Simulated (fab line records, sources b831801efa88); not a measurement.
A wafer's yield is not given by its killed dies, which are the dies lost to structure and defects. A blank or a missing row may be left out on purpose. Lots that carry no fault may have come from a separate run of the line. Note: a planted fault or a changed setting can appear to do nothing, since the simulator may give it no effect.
Chamber matching / flow gf180mcu / cmp-02 running GF_CONTACT_CMP_04: 4 sister chambers
The step polishes SiO2. 4 wafers are shown with their chamber, then 9 later ones without.

WAFERS, EACH WITH ITS CHAMBER
wafer=L975.3; chamber=2; motor_current_A (A)=10.8
wafer=L981.1; chamber=1; motor_current_A (A)=11.5
wafer=L981.2; chamber=0; motor_current_A (A)=12.4
wafer=L981.3; chamber=3; motor_current_A (A)=11.7

WAFERS WITH NO CHAMBER GIVEN
wafer=L987.2; motor_current_A (A)=11.1
wafer=L987.4; motor_current_A (A)=11.6
wafer=L987.5; motor_current_A (A)=11.0
wafer=L989.1; motor_current_A (A)=11.9
wafer=L989.2; motor_current_A (A)=13.1
wafer=L989.3; motor_current_A (A)=11.7
wafer=L991.2; motor_current_A (A)=12.1
wafer=L991.3; motor_current_A (A)=12.2
wafer=L991.5; motor_current_A (A)=11.4

WHICH CHAMBER EACH ONE RAN IN
wafer=L987.2; from the rows above=can't be placed: 2 or 1 or 3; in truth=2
wafer=L987.4; from the rows above=can't be placed: 1 or 3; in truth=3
wafer=L987.5; from the rows above=can't be placed: 2 or 1 or 3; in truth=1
wafer=L989.1; from the rows above=can't be placed: 3 or 1 or 0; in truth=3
wafer=L989.2; from the rows above=0; in truth=0
wafer=L989.3; from the rows above=can't be placed: 3 or 1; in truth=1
wafer=L991.2; from the rows above=can't be placed: 0 or 3 or 1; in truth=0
wafer=L991.3; from the rows above=can't be placed: 0 or 3 or 1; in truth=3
wafer=L991.5; from the rows above=can't be placed: 1 or 3 or 2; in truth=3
Correct placement for 1 of the 9. Cannot be placed on the basis of these rows: 8; the candidates contain the true chamber in 8. Wrongly placed: 0.
How it was worked out, from the rows above alone: a wafer's distance from a chamber is the root of the sum, over the readings, of the square of ((its reading less the chamber's mean) divided by the reading's scatter). The wafer belongs to the nearest chamber; if the next one is less than 2 further off, it can't be placed. The mean given for a chamber averages the wafers shown for that chamber. The scatter: with one shown wafer a chamber, the root of the mean of the squares of how far each hidden wafer lies from its nearest shown one.
